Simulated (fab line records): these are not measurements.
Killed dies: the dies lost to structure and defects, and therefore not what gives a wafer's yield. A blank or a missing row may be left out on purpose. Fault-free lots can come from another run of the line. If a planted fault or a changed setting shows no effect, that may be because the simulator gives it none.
Code-filled problem report in 8D (eight disciplines) form / flow sky130 / the parts of the form that need people (team, actions taken, sign-off) are left out

1. WHAT IS WRONG
Across 12 wafers from 4 lots, GATE_OXIDE_OVL at SKY_GATE_OXIDE_OVL_MEAS_10 averages -116.8 nm, while fault-free wafers read -0.1 nm with a standard deviation of 1. So: -99 or more standard deviations from the usual mean.
Seen first at day 19 23:50 on overlay-01, wafer L800.1. Wafers with a number at this step in the record: 42, from 14 lots. Rule for "out" (also "out of limits"): further than 4 standard deviations from the usual mean. Any other wafer with a number is counted as sound.

2. WHAT IT IS AND WHAT IT IS NOT
question=which readings at this step | is=GATE_OXIDE_OVL | is not=-
question=which lots | is=L800, L802, L803, L805 | is not=L786, L787, L788, L789, L790, L791, L794, L798, L799, L804
question=which wafers of those lots | is=all that have a number | is not=-
question=read on which gauges | is=overlay-01, overlay-02 | is not=-
question=when | is=from day 19 23:50 | is not=up to then (27 sound wafers); but 3 sound wafers of L804 came after

3. THE SUSPECTS, EACH WITH WHAT RULES IT OUT
Counting: a tool at a process step up to the reading stays a suspect if it ran every lot that is out and no sound lot after the first of them.
- the gauge at SKY_GATE_OXIDE_OVL_MEAS_10 is ruled out. The wafers that are out were read on 2 gauges (overlay-01, overlay-02).
- iline_stepper-01 at SKY_GATE_OXIDE_EXPOSE_07 (exposes mask LVOM, target cd 600 nm): kept. It processed each lot that is out, first L800 at day 19 09:14, and no sound lot thereafter; up to then, the last sound lot it processed was L798 at day 18 23:10.
The count leaves iline_stepper-01 at SKY_GATE_OXIDE_EXPOSE_07.

4. THE CAUSE (what the simulator had put in)
Scanner matching overlay: iline_stepper-01, from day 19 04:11 on, at SKY_GATE_OXIDE_EXPOSE_07. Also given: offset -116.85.
This tool alone remained once counting was done.

5. SEQUENCE OF EFFECTS, ordered by route
Rows list readings where the struck wafers' mean (over those with a number) sits beyond 3 standard deviations from the usual. Readings are gone through only where the record gives a usual standard deviation; hours: the median, over the lots, of the time from a lot's start at the first step in this table giving one to that lot's start at this step; sigmas: the change measured in usual standard deviations.
hours=0; step=SKY_GATE_OXIDE_OVL_MEAS_10; reading=GATE_OXIDE_OVL; usual=-0.1 nm; on struck wafers=-116.8; change=-116.7; sigmas=-99 or more

6. HOW IT WOULD HAVE BEEN CAUGHT EARLIER
Counted from the fault's start at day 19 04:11, it took 20 hours until the first out-of-limits reading at a measuring or inspecting step in this record, taken at day 19 23:50.
Of the tool readings at SKY_GATE_OXIDE_EXPOSE_07 for which the record gives a usual standard deviation, none was out on any struck wafer, so an alarm limit of 4 standard deviations on them would not have fired.
Of the lots that are out (4), L803, L805 began SKY_GATE_OXIDE_EXPOSE_07 on iline_stepper-01 after day 19 23:50. A hold on the tool at that time would have spared those 2.
